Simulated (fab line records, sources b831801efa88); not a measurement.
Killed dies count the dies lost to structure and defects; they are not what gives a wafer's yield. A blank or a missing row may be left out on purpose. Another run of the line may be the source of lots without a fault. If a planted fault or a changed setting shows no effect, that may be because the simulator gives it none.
fab line records | flow sfq_line
[record] lots = 14 | wafers = 41 | last_day = 81
route steps=325 shown L0V@16
lots that met no fault: taken from a fault-free run of the same line
start_h: hours from the record's first day to the start of the lot's first wafer shown | wait_h: hours elapsed since this lot's preceding step | " repeats the value in the row above | L1.1+2: a row that stands for several wafers | - either no value or no given start | * or withheld: withheld | < > ~ a bound
route shown NAME@n: a module of which the file shows steps, and the number in the route of the first | usual: the fault-free wafers' mean and standard deviation | same: alike in all rows | chamber/n: place in a boat | sites: readings site by site | _std_site: standard deviation of those values | _edge_site: outer sites' mean less inner sites' | radius_mm: for every site, how far away it sits from the centre of the wafer | mask NAME#n: copy n | behind: the last tool/chamber to shape the wafer | hold: why the lot was held/for how many hours/how that ended | device: the transistor (n, p or np) that didn't switch | end of line: at the end of the route, the tests of the same wafers | a step with no rows: only its recipe | killed: at the first sort, the dies lost to defects and structure; wafer yield is something else | map: shows each die of a wafer: x if killed, . if not, _ if none is there
set.NAME: the run value of the setting; set.NAME@STEP: its run value at that earlier step | model.NAME: the simulator's own value behind a step, which no gauge read
one table for each step of the route and one row for each wafer, over a sample of lots
services: from which hour (start_h, from the record's first day; less than 0 if before it) a tool's chamber was out of use, for how many hours, and why
[[steps]]
[step SFQ_TRILAYER_L0_CAP_PECVD_011]
[recipe] material = SiO2 | temp_c = 150 | time_s = 13.333 | pressure_torr = 2.4 | rf_w = 183.3 | precursor = SiH4/N2O | target_thk_nm = 60
[usual] heater_power_w = 84/7.1 | throttle_valve_pct = 25.4/2.9
lot.wafer | tool     | chamber | start_h | wait_h | heater_power_w | throttle_valve_pct
L211.2    | pecvd-04 | 2       | 35.26   | 0.0    | 79             | 22.7
L211.4    | "        | 0       | "       | "      | 90             | 22.5
L211.6    | "        | 1       | "       | "      | 68             | 23.7
L212.3    | pecvd-04 | 2       | 37.68   | 0.0    | 77             | 22.6
L212.4    | "        | 2       | "       | "      | 80             | 22.5
L212.5    | "        | 0       | "       | "      | 91             | 22.7
L213.3    | pecvd-03 | 2       | 79.89   | 0.0    | 89             | 27.4
L213.4    | "        | 0       | "       | "      | 87             | 30.3
L213.5    | "        | 1       | "       | "      | 86             | 24.1
L214.1    | pecvd-03 | 1       | 88.84   | 0.0    | 89             | 24.3
L214.5    | "        | 0       | "       | "      | 88             | 30.3
L214.6    | "        | 1       | "       | "      | 84             | 24.1
L217.3    | pecvd-01 | 1       | 113.90  | 0.0    | 85             | 23.9
L217.4    | "        | 2       | "       | "      | 78             | 25.7
L217.5    | "        | 0       | "       | "      | 85             | 31.0
L220.1    | pecvd-01 | 2       | 131.18  | 0.0    | 76             | 25.5
L220.5    | "        | 1       | "       | "      | 89             | 24.1
L223.2    | pecvd-01 | 1       | 152.76  | 0.0    | 89             | 24.1
L223.3    | "        | 0       | "       | "      | 79             | 31.3
L223.6    | "        | 0       | "       | "      | 79             | 31.4
L227.2    | pecvd-04 | 0       | 181.81  | 0.0    | 85             | 22.8
L227.5    | "        | 0       | "       | "      | 83             | 22.7
L227.6    | "        | 1       | "       | "      | 77             | 24.0
L228.1    | pecvd-03 | 0       | 189.01  | 0.0    | 79             | 30.4
L228.5    | "        | 0       | "       | "      | 82             | 30.6
L228.6    | "        | 1       | "       | "      | 89             | 24.2
L229.1    | pecvd-04 | 0       | 192.61  | 0.0    | 94             | 22.9
L229.3    | "        | 1       | "       | "      | 68             | 23.9
L229.5    | "        | 2       | "       | "      | 84             | 22.8
L230.2    | pecvd-04 | 1       | 196.21  | 0.0    | 65             | 24.1
L230.3    | "        | 0       | "       | "      | 89             | 22.6
L230.5    | "        | 2       | "       | "      | 77             | 22.6
L231.2    | pecvd-04 | 2       | 201.01  | 0.0    | 90             | 22.7
L231.4    | "        | 1       | "       | "      | 72             | 23.9
L231.5    | "        | 0       | "       | "      | 96             | 23.0
L232.1    | pecvd-03 | 1       | 208.21  | 0.0    | 85             | 24.1
L232.2    | "        | 2       | "       | "      | 91             | 27.5
L232.3    | "        | 0       | "       | "      | 83             | 30.5
L234.2    | pecvd-01 | 1       | 223.81  | 0.0    | 94             | 22.1
L234.4    | "        | 2       | "       | "      | 87             | 23.4
L234.5    | "        | 0       | "       | "      | 83             | 23.2
[step SFQ_TRILAYER_L0_VIA_ETCH_VIA_ETCH_016]
[recipe] target = SiO2 | stop_on = MoNx_KI | mask_material = PR | chemistry = CHF3 | target_depth_nm = 80 | source_w = 500 | bias_w = 80 | pressure_mtorr = 30 | time_s = withheld
[usual] drypump_motor_current_A = 5.6/0.59 | oes_product_au = 0.841/0.0075
lot.wafer | tool        | chamber | start_h | wait_h | drypump_motor_current_A | oes_product_au
L211.2    | rie_diel-04 | 2       | 94.03   | 0.0    | 6.1                     | 0.848
L211.4    | "           | 0       | "       | "      | 6.1                     | 0.849
L211.6    | "           | 0       | "       | "      | 6.1                     | 0.852
L212.3    | rie_diel-01 | 0       | 95.23   | 0.0    | 6.6                     | 0.839
L212.4    | "           | 3       | "       | "      | 4.9                     | 0.841
L212.5    | "           | 0       | "       | "      | 6.5                     | 0.849
L213.3    | rie_diel-02 | 0       | 160.35  | 0.0    | 6.5                     | 0.839
L213.4    | "           | 2       | "       | "      | 5.4                     | 0.846
L213.5    | "           | 3       | "       | "      | 6.3                     | 0.845
L214.1    | rie_diel-01 | 1       | 177.40  | 0.0    | 4.8                     | 0.832
L214.5    | "           | 1       | "       | "      | 4.8                     | 0.841
L214.6    | "           | 2       | "       | "      | 5.1                     | 0.840
L217.3    | rie_diel-02 | 2       | 201.40  | 0.0    | 5.4                     | 0.840
L217.4    | "           | 1       | "       | "      | 5.4                     | 0.829
L217.5    | "           | 2       | "       | "      | 5.4                     | 0.837
L220.1    | rie_diel-02 | 1       | 226.60  | 0.0    | 5.4                     | 0.830
L220.5    | "           | 1       | "       | "      | 5.4                     | 0.998
L223.2    | rie_diel-04 | 0       | 249.77  | 0.0    | 6.1                     | 0.982
L223.3    | "           | 1       | "       | "      | 5.4                     | 0.842
L223.6    | "           | 3       | "       | "      | 5.5                     | 0.840
L227.2    | rie_diel-01 | 0       | 279.90  | 0.0    | 6.6                     | 0.831
L227.5    | "           | 2       | "       | "      | 5.1                     | 0.840
L227.6    | "           | 3       | "       | "      | 4.9                     | 0.843
L228.1    | rie_diel-01 | 1       | 288.30  | 0.0    | 4.8                     | 0.840
L228.5    | "           | 3       | "       | "      | 4.9                     | 0.858
L228.6    | "           | 2       | "       | "      | 5.1                     | 0.853
L229.1    | rie_diel-02 | 1       | 294.21  | 0.0    | 5.4                     | 0.837
L229.3    | "           | 0       | "       | "      | 6.4                     | 0.833
L229.5    | "           | 2       | "       | "      | 5.4                     | 0.850
L230.2    | rie_diel-01 | 3       | 300.21  | 0.0    | 4.9                     | 0.843
L230.3    | "           | 0       | "       | "      | 6.6                     | 0.834
L230.5    | "           | 0       | "       | "      | 6.6                     | 0.847
L231.2    | rie_diel-04 | 3       | 307.41  | 0.0    | 5.6                     | 0.827
L231.4    | "           | 0       | "       | "      | 6.1                     | 0.838
L231.5    | "           | 1       | "       | "      | 5.4                     | 0.847
L232.1    | rie_diel-04 | 1       | 314.61  | 0.0    | 5.3                     | 0.843
L232.2    | "           | 0       | "       | "      | 6.2                     | 0.852
L232.3    | "           | 3       | "       | "      | 5.6                     | 0.851
L234.2    | rie_diel-02 | 0       | 329.01  | 0.0    | 6.4                     | 0.838
L234.4    | "           | 2       | "       | "      | 5.4                     | 0.845
L234.5    | "           | 3       | "       | "      | 6.2                     | 0.844
[[services]]
tool        | chamber | start_h | hours | kind
rie_diel-04 | 3       | 14.32   | 17.8  | repair
rie_diel-01 | 0       | 25.48   | 5.4   | repair
pecvd-03    | -       | 36.02   | 2.8   | pm
pecvd-01    | 2       | 40.84   | 2.0   | repair
pecvd-01    | 1       | 53.47   | 6.6   | repair
rie_diel-04 | 2       | 60.46   | 3.6   | repair
pecvd-01    | 1       | 63.05   | 3.1   | repair
pecvd-04    | 2       | 92.08   | 11.6  | repair
rie_diel-02 | 2       | 119.52  | 3.2   | repair
rie_diel-02 | 3       | 120.31  | 27.6  | repair
rie_diel-01 | 2       | 123.19  | 7.2   | repair
rie_diel-04 | 3       | 123.48  | 5.8   | repair
pecvd-01    | -       | 129.07  | 0.9   | repair
rie_diel-02 | 1       | 137.84  | 7.4   | repair
pecvd-03    | -       | 182.57  | 4.3   | pm
rie_diel-04 | 0       | 238.69  | 5.1   | repair
pecvd-04    | -       | 243.69  | 1.3   | repair
rie_diel-02 | 1       | 245.30  | 5.9   | repair
rie_diel-01 | 0       | 264.88  | 2.8   | repair
rie_diel-04 | 3       | 293.92  | 6.5   | repair
rie_diel-02 | 1       | 296.92  | 6.5   | repair
rie_diel-01 | -       | 298.85  | 1.2   | repair
rie_diel-02 | -       | 308.44  | 0.2   | repair
pecvd-03    | -       | 309.78  | 0.9   | repair
[[key]]
[first_sign] step = SFQ_TRILAYER_L0_VIA_ETCH_VIA_ETCH_016 | reading = oes_product_au | direction = up | sigmas = 20 | usual = 0.841 | struck = 0.990
effect none on later readings
met_at SFQ_TRILAYER_L0_CAP_PECVD_011
struck_lots L220,L223
struck_wafers L220.5,L223.2
onset_between 113.90 131.18
[fault] kind = process_parameter_drift | tool = pecvd-01 | chamber = - | onset_h = 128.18 | steps = SFQ_TRILAYER_L0_CAP_PECVD_011 | channel = time_s | offset = * | shape = step | end_h = 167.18 | scope = struck_wafers_only | acts_in = * | stated = *
